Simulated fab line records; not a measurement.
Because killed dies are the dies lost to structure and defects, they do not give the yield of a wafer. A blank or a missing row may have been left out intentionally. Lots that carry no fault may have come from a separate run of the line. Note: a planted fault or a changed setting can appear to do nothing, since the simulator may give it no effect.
fab line records	flow sky130	part 1 of 2: steps 1 to 27 of 37
record lots=5	wafers=15	last-day=50
route steps=708 shown PWDE@52 NWELL@56 VT_ADJUST_HVTP@85
lots that met no fault: from a run of the same line without faults
start-h: start of the lot's first displayed wafer, in hours after the record's first day	wait-h: hours elapsed since this lot's preceding step	" repeats the value in the row above	L1.1+2: one row covering several wafers at once	- no value, or no start was given	* or withheld: withheld	< > ~ a bound
route shown NAME@n: a module of which the file shows steps, and the number in the route of the first	usual: mean/standard deviation of fault-free wafers	same: alike in all rows	chamber/n: place in a boat	sites: readings site by site	_std_site: their standard deviation	_edge_site: mean of outer sites minus mean of inner sites	radius-mm: for every site, how far away it sits from the centre of the wafer	mask NAME#n: copy n	behind: the tool/chamber that last shaped the wafer	hold: cause of the lot's hold/its duration in hours/its outcome	device: which transistor (n, p or np) failed to switch	end of line: tests of these same wafers at the route's end	step lacking rows: just its recipe	killed: at the first sort, the dies lost to defects and structure; wafer yield is something else	map: a wafer's dies, marking killed ones x, the rest . and places with no die _
set.NAME: the setting the step ran with; set.NAME@STEP: the setting that earlier step ran with	model.NAME: the simulator's own value behind a step, which no gauge read
lots at selected steps of the route; one table per step, one row per wafer
services: a tool's chamber out of use, with start hour (start-h, from the record's first day; less than 0 if before it), hours out, and reason
## steps
# step SKY_PWDE_OVL_MEAS_07
# usual PWDE_OVL=0.9/1.5
lot.wafer	tool	chamber	start-h	wait-h	PWDE_OVL[nm]
L079.1	overlay-02	-	97.69	-	1.7
L079.5	"	-	"	"	2.4
L079.6	"	-	"	"	2.1
L078.1	overlay-01	-	98.29	-	0.6
L078.2	"	-	"	"	0.8
L078.4	"	-	"	"	0.3
L085.1	overlay-01	-	130.54	-	-0.1
L085.2	"	-	"	"	2.6
L085.6	"	-	"	"	1.8
L094.3	overlay-01	-	180.35	-	1.4
L094.4	"	-	"	"	0.7
L094.6	"	-	"	"	0.7
L097.3	overlay-02	-	205.59	-	2.5
L097.4	"	-	"	"	1.4
L097.6	"	-	"	"	1.0
# step SKY_PWDE_IMPLANT_08
# recipe species=B	energy-kev=150	dose-cm2=3.6e+12	tilt-deg=withheld
lot.wafer	tool	chamber	start-h	wait-h
L079.1+5+6	implanter-02	0	97.73	0.0
L078.1+2+4	implanter-01	0	98.33	0.0
L085.1+2+6	implanter-02	0	130.58	0.0
L094.3+4+6	implanter-01	0	180.43	0.1
L097.3+4+6	implanter-01	0	205.66	0.1
# step SKY_PWDE_STRIP_09
# recipe chemistry=O2/N2	power-w=1400	pressure-mtorr=1500	platen-temp-c=withheld	o2-flow-sccm=3000	n2-flow-sccm=300	overash-fraction=0.5
# usual drypump-motor-current-A=5.5/0.4	oes-product-au=0.722/0.0047	strip-time-to-endpoint-s=36.95/0.11
lot.wafer	tool	chamber	start-h	wait-h	drypump-motor-current-A	oes-product-au	rf-hours-counter-h	strip-time-to-endpoint-s
L079.1	plasma-asher-02	0	97.88	0.1	5.3	0.720	41	37.04
L079.5	"	0	"	"	5.3	0.721	-	36.95
L079.6	"	1	"	"	5.9	0.720	-	36.89
L078.1	plasma-asher-01	0	98.48	0.1	5.9	0.723	29	36.97
L078.2	"	1	"	"	5.1	0.717	29	37.07
L078.4	"	1	"	"	5.1	0.724	-	37.11
L085.1	plasma-asher-04	1	130.73	0.1	5.0	0.726	43	36.84
L085.2	"	0	"	"	5.9	0.728	43	36.83
L085.6	"	0	"	"	5.9	0.730	-	37.00
L094.3	plasma-asher-04	0	180.56	0.1	5.9	0.728	-	36.93
L094.4	"	1	"	"	5.0	0.710	-	36.89
L094.6	"	1	"	"	5.0	0.724	-	36.84
L097.3	plasma-asher-01	0	205.79	0.1	5.9	0.728	-	36.84
L097.4	"	1	"	"	5.1	0.724	-	36.82
L097.6	"	1	"	"	5.1	0.715	-	36.82
# step SKY_PWDE_TW_MEAS_10
# usual PWDE_TW=375/4.7
lot.wafer	tool	chamber	start-h	wait-h	PWDE_TW
L079.1	film-metro-04	-	97.98	0.1	370
L079.5	"	-	"	"	371
L079.6	"	-	"	"	368
L078.1	film-metro-03	-	98.58	0.1	377
L078.2	"	-	"	"	377
L078.4	"	-	"	"	378
L085.1	film-metro-02	-	130.83	0.1	379
L085.2	"	-	"	"	381
L085.6	"	-	"	"	379
L094.3	film-metro-04	-	180.65	0.1	366
L094.4	"	-	"	"	367
L094.6	"	-	"	"	368
L097.3	film-metro-03	-	205.88	0.1	378
L097.4	"	-	"	"	378
L097.6	"	-	"	"	378
# step SKY_NWELL_DEHYDRATE_03
# recipe temp-c=200	time-s=60
# usual exhaust-pa=45.0/0.86
lot.wafer	tool	chamber	start-h	wait-h	exhaust-pa
L079.1	litho-track-01	0	105.88	7.9	45.2
L079.5	"	0	"	"	44.9
L079.6	"	0	"	"	44.9
L078.1	litho-track-02	0	105.98	7.4	46.0
L078.2	"	0	"	"	44.7
L078.4	"	0	"	"	43.8
L085.1	litho-track-03	0	139.79	9.0	44.8
L085.2	"	0	"	"	45.7
L085.6	"	0	"	"	45.2
L094.3	litho-track-03	0	190.59	9.9	44.0
L094.4	"	0	"	"	45.6
L094.6	"	0	"	"	43.9
L097.3	litho-track-03	0	216.49	10.6	45.1
L097.4	"	0	"	"	45.3
L097.6	"	0	"	"	46.2
# step SKY_NWELL_HMDS_04
# recipe prime-time-s=60	prime-temp-c=120
# usual exhaust-pa=44.9/0.84
lot.wafer	tool	chamber	start-h	wait-h	exhaust-pa
L079.1	litho-track-01	0	106.03	0.1	44.1
L079.5	"	0	"	"	42.9
L079.6	"	0	"	"	43.9
L078.1	litho-track-02	0	106.13	0.1	44.2
L078.2	"	0	"	"	44.0
L078.4	"	0	"	"	44.6
L085.1	litho-track-03	0	139.94	0.1	45.1
L085.2	"	0	"	"	45.4
L085.6	"	0	"	"	45.7
L094.3	litho-track-03	0	190.74	0.1	45.6
L094.4	"	0	"	"	45.0
L094.6	"	0	"	"	45.2
L097.3	litho-track-03	0	216.64	0.1	45.6
L097.4	"	0	"	"	45.3
L097.6	"	0	"	"	44.8
# step SKY_NWELL_COAT_05
# recipe spin-rpm=2000	resist-thk-nm=3000
# usual exhaust-pa=44.9/0.93
lot.wafer	tool	chamber	start-h	wait-h	exhaust-pa
L079.1	litho-track-01	0	106.18	0.1	46.6
L079.5	"	0	"	"	44.9
L079.6	"	0	"	"	44.4
L078.1	litho-track-02	0	106.28	0.1	43.4
L078.2	"	0	"	"	44.1
L078.4	"	0	"	"	45.2
L085.1	litho-track-03	0	140.09	0.1	46.1
L085.2	"	0	"	"	46.7
L085.6	"	0	"	"	47.0
L094.3	litho-track-03	0	190.89	0.1	45.1
L094.4	"	0	"	"	45.5
L094.6	"	0	"	"	45.4
L097.3	litho-track-03	0	216.79	0.1	43.7
L097.4	"	0	"	"	43.7
L097.6	"	0	"	"	44.8
# step SKY_NWELL_SOFTBAKE_06
# recipe temp-c=110	time-s=withheld
# usual exhaust-pa=44.9/0.81
lot.wafer	tool	chamber	start-h	wait-h	exhaust-pa
L079.1	litho-track-01	0	106.33	0.1	44.7
L079.5	"	0	"	"	44.9
L079.6	"	0	"	"	44.3
L078.1	litho-track-02	0	106.43	0.1	44.1
L078.2	"	0	"	"	45.3
L078.4	"	0	"	"	45.7
L085.1	litho-track-03	0	140.24	0.1	45.1
L085.2	"	0	"	"	45.5
L085.6	"	0	"	"	44.6
L094.3	litho-track-03	0	191.06	0.1	44.3
L094.4	"	0	"	"	44.7
L094.6	"	0	"	"	44.2
L097.3	litho-track-03	0	216.96	0.1	45.4
L097.4	"	0	"	"	44.8
L097.6	"	0	"	"	44.2
# step SKY_NWELL_EXPOSE_07
# recipe mask-id=NWM	na=0.6	source-shape=conventional	sigma-outer=0.6	polarization=unpolarized	target-cd-nm=840	dose-mj=255
# usual focus-offset-nm=0.0/0.59
lot.wafer	tool	chamber	start-h	wait-h	mask	focus-offset-nm
L079.1	iline-stepper-02	0	-	-	NWM#0	-0.4
L079.5	"	0	"	"	NWM#0	-0.1
L079.6	"	0	"	"	NWM#0	1.0
L078.1	iline-stepper-01	0	-	-	NWM#0	0.6
L078.2	"	0	"	"	NWM#0	0.4
L078.4	"	0	"	"	NWM#0	0.0
L085.1	iline-stepper-01	0	-	-	NWM#0	0.9
L085.2	"	0	"	"	NWM#0	-0.2
L085.6	"	0	"	"	NWM#0	0.7
L094.3	iline-stepper-01	0	-	-	NWM#0	0.2
L094.4	"	0	"	"	NWM#0	0.1
L094.6	"	0	"	"	NWM#0	0.5
L097.3	iline-stepper-01	0	-	-	NWM#0	-0.7
L097.4	"	0	"	"	NWM#0	-0.4
L097.6	"	0	"	"	NWM#0	0.1
# step SKY_NWELL_PEB_08
# recipe temp-c=115	time-s=withheld
# usual exhaust-pa=44.9/0.92
lot.wafer	tool	chamber	start-h	wait-h	exhaust-pa
L079.1	litho-track-01	0	-	-	44.1
L079.5	"	0	"	"	44.3
L079.6	"	0	"	"	43.4
L078.1	litho-track-03	0	-	-	46.1
L078.2	"	0	"	"	46.7
L078.4	"	0	"	"	46.3
L085.1	litho-track-02	0	-	-	44.7
L085.2	"	0	"	"	45.8
L085.6	"	0	"	"	44.8
L094.3	litho-track-03	0	-	-	44.6
L094.4	"	0	"	"	45.7
L094.6	"	0	"	"	45.7
L097.3	litho-track-03	0	-	-	45.6
L097.4	"	0	"	"	45.7
L097.6	"	0	"	"	44.1
# step SKY_NWELL_DEVELOP_09
# recipe wall-angle-deg=90	developer=TMAH	develop-time-s=60	dev-temp-c=23
# usual exhaust-pa=45.0/0.83
lot.wafer	tool	chamber	start-h	wait-h	exhaust-pa
L079.1	litho-track-01	0	-	-	43.4
L079.5	"	0	"	"	43.9
L079.6	"	0	"	"	42.7
L078.1	litho-track-03	0	-	-	45.3
L078.2	"	0	"	"	45.3
L078.4	"	0	"	"	45.0
L085.1	litho-track-02	0	-	-	44.3
L085.2	"	0	"	"	44.5
L085.6	"	0	"	"	44.9
L094.3	litho-track-03	0	-	-	45.2
L094.4	"	0	"	"	44.8
L094.6	"	0	"	"	44.1
L097.3	litho-track-03	0	-	-	44.8
L097.4	"	0	"	"	45.5
L097.6	"	0	"	"	45.4
# step SKY_NWELL_OVL_MEAS_10
# usual NWELL_00_OVL=0.4/1.1
lot.wafer	tool	chamber	start-h	wait-h	NWELL_00_OVL[nm]
L079.1	overlay-02	-	115.23	-	-1.0
L079.5	"	-	"	"	0.7
L079.6	"	-	"	"	-1.1
L078.1	overlay-02	-	115.29	-	1.7
L078.2	"	-	"	"	-0.1
L078.4	"	-	"	"	0.4
L085.1	overlay-01	-	150.48	-	-0.1
L085.2	"	-	"	"	1.2
L085.6	"	-	"	"	0.6
L094.3	overlay-01	-	201.10	-	-0.2
L094.4	"	-	"	"	-0.6
L094.6	"	-	"	"	-2.7
L097.3	overlay-01	-	228.40	-	-0.5
L097.4	"	-	"	"	-0.4
L097.6	"	-	"	"	-1.1
# step SKY_NWELL_IMPLANT_11
# recipe species=P	energy-kev=400	dose-cm2=1.934e+13	tilt-deg=withheld
lot.wafer	tool	chamber	start-h	wait-h
L079.1+5+6	implanter-04	0	115.26	0.0
L078.1+2+4	implanter-03	0	115.40	0.1
L085.1+2+6	implanter-01	0	150.52	0.0
L094.3+4+6	implanter-01	0	201.18	0.1
L097.3+4+6	implanter-03	0	228.48	0.1
# step SKY_NWELL_IMPLANT_12
# recipe species=P	energy-kev=120	dose-cm2=1.3e+12	tilt-deg=withheld
lot.wafer	tool	chamber	start-h	wait-h
L079.1+5+6	implanter-04	0	115.41	0.1
L078.1+2+4	implanter-03	0	115.55	0.1
L085.1+2+6	implanter-01	0	150.67	0.1
L094.3+4+6	implanter-01	0	201.33	0.1
L097.3+4+6	implanter-03	0	228.63	0.1
# step SKY_NWELL_IMPLANT_13
# recipe species=P	energy-kev=50	dose-cm2=7e+11	tilt-deg=withheld
lot.wafer	tool	chamber	start-h	wait-h
L079.1+5+6	implanter-04	0	115.56	0.1
L078.1+2+4	implanter-03	0	115.70	0.1
L085.1+2+6	implanter-01	0	150.82	0.1
L094.3+4+6	implanter-01	0	201.48	0.1
L097.3+4+6	implanter-03	0	228.78	0.1
# step SKY_NWELL_STRIP_14
# recipe chemistry=O2/N2	power-w=1400	pressure-mtorr=1500	platen-temp-c=withheld	o2-flow-sccm=3000	n2-flow-sccm=300	overash-fraction=0.5
# usual drypump-motor-current-A=5.6/0.45	oes-product-au=0.722/0.0043	strip-time-to-endpoint-s=36.88/0.08
lot.wafer	tool	chamber	start-h	wait-h	drypump-motor-current-A	oes-product-au	rf-hours-counter-h	strip-time-to-endpoint-s
L079.1	plasma-asher-04	0	115.71	0.1	5.9	0.721	41	36.94
L079.5	"	1	"	"	5.0	0.722	-	37.08
L079.6	"	0	"	"	5.9	0.719	-	36.92
L078.1	plasma-asher-03	1	115.85	0.1	5.7	0.723	44	36.83
L078.2	"	0	"	"	6.2	0.723	44	36.79
L078.4	"	1	"	"	5.7	0.721	-	36.76
L085.1	plasma-asher-01	0	150.97	0.1	5.8	0.725	35	36.83
L085.2	"	1	"	"	5.1	0.725	35	36.93
L085.6	"	1	"	"	5.1	0.724	-	36.94
L094.3	plasma-asher-03	1	201.61	0.1	5.7	0.723	-	36.88
L094.4	"	0	"	"	6.2	0.711	-	36.97
L094.6	"	0	"	"	6.2	0.724	-	37.00
L097.3	plasma-asher-03	0	228.91	0.1	6.2	0.722	-	36.77
L097.4	"	1	"	"	5.7	0.720	-	36.89
L097.6	"	0	"	"	6.2	0.727	-	36.82
# step SKY_NWELL_TW_MEAS_15
# usual NWELL_TW=1834/27
lot.wafer	tool	chamber	start-h	wait-h	NWELL_TW
L079.1	film-metro-03	-	115.81	0.1	1858
L079.5	"	-	"	"	1853
L079.6	"	-	"	"	1841
L078.1	film-metro-03	-	116.05	0.2	1857
L078.2	"	-	"	"	1850
L078.4	"	-	"	"	1841
L085.1	film-metro-04	-	151.07	0.1	1802
L085.2	"	-	"	"	1794
L085.6	"	-	"	"	1796
L094.3	film-metro-03	-	201.70	0.1	1854
L094.4	"	-	"	"	1857
L094.6	"	-	"	"	1851
L097.3	film-metro-03	-	229.00	0.1	1853
L097.4	"	-	"	"	1851
L097.6	"	-	"	"	1854
# step SKY_NWELL_DEHYDRATE_16
# recipe temp-c=200	time-s=60
# usual exhaust-pa=45.1/0.83
lot.wafer	tool	chamber	start-h	wait-h	exhaust-pa
L079.1	litho-track-01	0	122.98	7.2	45.7
L079.5	"	0	"	"	46.4
L079.6	"	0	"	"	46.4
L078.1	litho-track-01	0	123.63	7.6	45.1
L078.2	"	0	"	"	45.6
L078.4	"	0	"	"	46.4
L085.1	litho-track-02	0	160.13	9.1	46.4
L085.2	"	0	"	"	45.6
L085.6	"	0	"	"	45.6
L094.3	litho-track-03	0	212.49	10.8	44.4
L094.4	"	0	"	"	45.0
L094.6	"	0	"	"	44.3
L097.3	litho-track-03	0	239.74	10.7	44.4
L097.4	"	0	"	"	46.1
L097.6	"	0	"	"	44.4
# step SKY_NWELL_HMDS_17
# recipe prime-time-s=60	prime-temp-c=120
# usual exhaust-pa=44.9/0.87
lot.wafer	tool	chamber	start-h	wait-h	exhaust-pa
L079.1	litho-track-01	0	123.13	0.1	43.9
L079.5	"	0	"	"	45.4
L079.6	"	0	"	"	44.8
L078.1	litho-track-01	0	123.78	0.1	45.6
L078.2	"	0	"	"	45.2
L078.4	"	0	"	"	45.1
L085.1	litho-track-02	0	160.28	0.1	46.7
L085.2	"	0	"	"	44.9
L085.6	"	0	"	"	45.0
L094.3	litho-track-03	0	212.64	0.1	44.6
L094.4	"	0	"	"	42.2
L094.6	"	0	"	"	43.8
L097.3	litho-track-03	0	239.89	0.1	44.2
L097.4	"	0	"	"	44.1
L097.6	"	0	"	"	44.2
# step SKY_NWELL_COAT_18
# recipe spin-rpm=2000	resist-thk-nm=3000
# usual exhaust-pa=45.1/0.84
lot.wafer	tool	chamber	start-h	wait-h	exhaust-pa
L079.1	litho-track-01	0	123.28	0.1	45.1
L079.5	"	0	"	"	45.4
L079.6	"	0	"	"	46.6
L078.1	litho-track-01	0	123.93	0.1	43.7
L078.2	"	0	"	"	43.9
L078.4	"	0	"	"	43.7
L085.1	litho-track-02	0	160.43	0.1	44.4
L085.2	"	0	"	"	45.2
L085.6	"	0	"	"	44.9
L094.3	litho-track-03	0	212.79	0.1	45.7
L094.4	"	0	"	"	45.9
L094.6	"	0	"	"	45.5
L097.3	litho-track-03	0	240.04	0.1	44.3
L097.4	"	0	"	"	46.9
L097.6	"	0	"	"	45.7
# step SKY_NWELL_SOFTBAKE_19
# recipe temp-c=110	time-s=withheld
# usual exhaust-pa=44.8/0.91
lot.wafer	tool	chamber	start-h	wait-h	exhaust-pa
L079.1	litho-track-01	0	123.43	0.1	43.7
L079.5	"	0	"	"	44.8
L079.6	"	0	"	"	43.6
L078.1	litho-track-01	0	124.08	0.1	44.5
L078.2	"	0	"	"	44.4
L078.4	"	0	"	"	45.5
L085.1	litho-track-02	0	160.58	0.1	45.8
L085.2	"	0	"	"	44.9
L085.6	"	0	"	"	44.9
L094.3	litho-track-03	0	212.96	0.1	45.2
L094.4	"	0	"	"	44.6
L094.6	"	0	"	"	47.0
L097.3	litho-track-03	0	240.21	0.1	46.7
L097.4	"	0	"	"	45.7
L097.6	"	0	"	"	46.1
# step SKY_NWELL_EXPOSE_20
# recipe mask-id=NWM_COMPLEMENT	na=0.6	source-shape=conventional	sigma-outer=0.6	polarization=unpolarized	target-cd-nm=840	dose-mj=260
# usual focus-offset-nm=0.0/0.53
lot.wafer	tool	chamber	start-h	wait-h	mask	focus-offset-nm
L079.1	iline-stepper-02	0	-	-	NWM_COMPLEMENT#0	-0.1
L079.5	"	0	"	"	NWM_COMPLEMENT#0	0.3
L079.6	"	0	"	"	NWM_COMPLEMENT#0	0.6
L078.1	iline-stepper-02	0	-	-	NWM_COMPLEMENT#0	0.0
L078.2	"	0	"	"	NWM_COMPLEMENT#0	0.3
L078.4	"	0	"	"	NWM_COMPLEMENT#0	-0.6
L085.1	iline-stepper-01	0	-	-	NWM_COMPLEMENT#0	-0.4
L085.2	"	0	"	"	NWM_COMPLEMENT#0	-1.0
L085.6	"	0	"	"	NWM_COMPLEMENT#0	0.3
L094.3	iline-stepper-02	0	-	-	NWM_COMPLEMENT#0	1.4
L094.4	"	0	"	"	NWM_COMPLEMENT#0	0.7
L094.6	"	0	"	"	NWM_COMPLEMENT#0	0.8
L097.3	iline-stepper-01	0	-	-	NWM_COMPLEMENT#0	-0.1
L097.4	"	0	"	"	NWM_COMPLEMENT#0	0.2
L097.6	"	0	"	"	NWM_COMPLEMENT#0	-0.1
# step SKY_NWELL_PEB_21
# recipe temp-c=115	time-s=withheld
# usual exhaust-pa=44.9/0.96
lot.wafer	tool	chamber	start-h	wait-h	exhaust-pa
L079.1	litho-track-02	0	-	-	45.5
L079.5	"	0	"	"	45.4
L079.6	"	0	"	"	45.3
L078.1	litho-track-01	0	-	-	46.0
L078.2	"	0	"	"	45.7
L078.4	"	0	"	"	46.1
L085.1	litho-track-02	0	-	-	43.6
L085.2	"	0	"	"	43.7
L085.6	"	0	"	"	42.9
L094.3	litho-track-02	0	-	-	45.7
L094.4	"	0	"	"	47.6
L094.6	"	0	"	"	46.2
L097.3	litho-track-03	0	-	-	43.9
L097.4	"	0	"	"	44.3
L097.6	"	0	"	"	45.2
# step SKY_NWELL_DEVELOP_22
# recipe wall-angle-deg=90	developer=TMAH	develop-time-s=60	dev-temp-c=23
# usual exhaust-pa=44.9/0.83
lot.wafer	tool	chamber	start-h	wait-h	exhaust-pa
L079.1	litho-track-02	0	-	-	43.8
L079.5	"	0	"	"	43.8
L079.6	"	0	"	"	44.5
L078.1	litho-track-01	0	-	-	45.2
L078.2	"	0	"	"	43.2
L078.4	"	0	"	"	45.0
L085.1	litho-track-02	0	-	-	46.1
L085.2	"	0	"	"	44.7
L085.6	"	0	"	"	45.4
L094.3	litho-track-02	0	-	-	46.3
L094.4	"	0	"	"	44.5
L094.6	"	0	"	"	46.7
L097.3	litho-track-03	0	-	-	44.9
L097.4	"	0	"	"	44.3
L097.6	"	0	"	"	45.0
# step SKY_NWELL_OVL_MEAS_23
# usual NWELL_01_OVL=0.7/1.1
lot.wafer	tool	chamber	start-h	wait-h	NWELL_01_OVL[nm]
L079.1	overlay-01	-	132.43	-	0.9
L079.5	"	-	"	"	1.6
L079.6	"	-	"	"	2.0
L078.1	overlay-01	-	132.98	-	0.6
L078.2	"	-	"	"	0.9
L078.4	"	-	"	"	0.6
L085.1	overlay-01	-	170.33	-	-1.1
L085.2	"	-	"	"	0.6
L085.6	"	-	"	"	-0.3
L094.3	overlay-01	-	223.69	-	-1.7
L094.4	"	-	"	"	-0.8
L094.6	"	-	"	"	-0.6
L097.3	overlay-02	-	251.65	-	2.1
L097.4	"	-	"	"	1.3
L097.6	"	-	"	"	0.8
# step SKY_NWELL_IMPLANT_24
# recipe species=B	energy-kev=140	dose-cm2=9.2e+12	tilt-deg=withheld
lot.wafer	tool	chamber	start-h	wait-h
L079.1+5+6	implanter-03	0	132.47	0.0
L078.1+2+4	implanter-03	0	133.01	0.0
L085.1+2+6	implanter-04	0	170.37	0.0
L094.3+4+6	implanter-04	0	223.77	0.1
L097.3+4+6	implanter-04	0	251.73	0.1
# step SKY_NWELL_STRIP_25
# recipe chemistry=O2/N2	power-w=1400	pressure-mtorr=1500	platen-temp-c=withheld	o2-flow-sccm=3000	n2-flow-sccm=300	overash-fraction=0.5
# usual drypump-motor-current-A=5.7/0.42	oes-product-au=0.723/0.0042	strip-time-to-endpoint-s=36.88/0.077
lot.wafer	tool	chamber	start-h	wait-h	drypump-motor-current-A	oes-product-au	rf-hours-counter-h	strip-time-to-endpoint-s
L079.1	plasma-asher-03	0	132.62	0.1	6.2	0.728	46	36.90
L079.5	"	0	"	"	6.2	0.712	-	36.96
L079.6	"	1	"	"	5.8	0.723	-	36.92
L078.1	plasma-asher-01	0	133.16	0.1	5.9	0.719	34	36.91
L078.2	"	1	"	"	5.1	0.724	34	36.87
L078.4	"	0	"	"	5.9	0.720	-	36.89
L085.1	plasma-asher-03	1	170.52	0.1	5.7	0.725	50	36.84
L085.2	"	0	"	"	6.2	0.723	50	37.00
L085.6	"	0	"	"	6.2	0.719	-	36.88
L094.3	plasma-asher-01	1	223.90	0.1	5.1	0.721	-	36.69
L094.4	"	0	"	"	5.9	0.717	-	36.89
L094.6	"	0	"	"	5.9	0.724	-	36.82
L097.3	plasma-asher-03	1	251.86	0.1	5.7	0.715	-	36.86
L097.4	"	0	"	"	6.2	0.728	-	36.84
L097.6	"	0	"	"	6.2	0.729	-	36.88
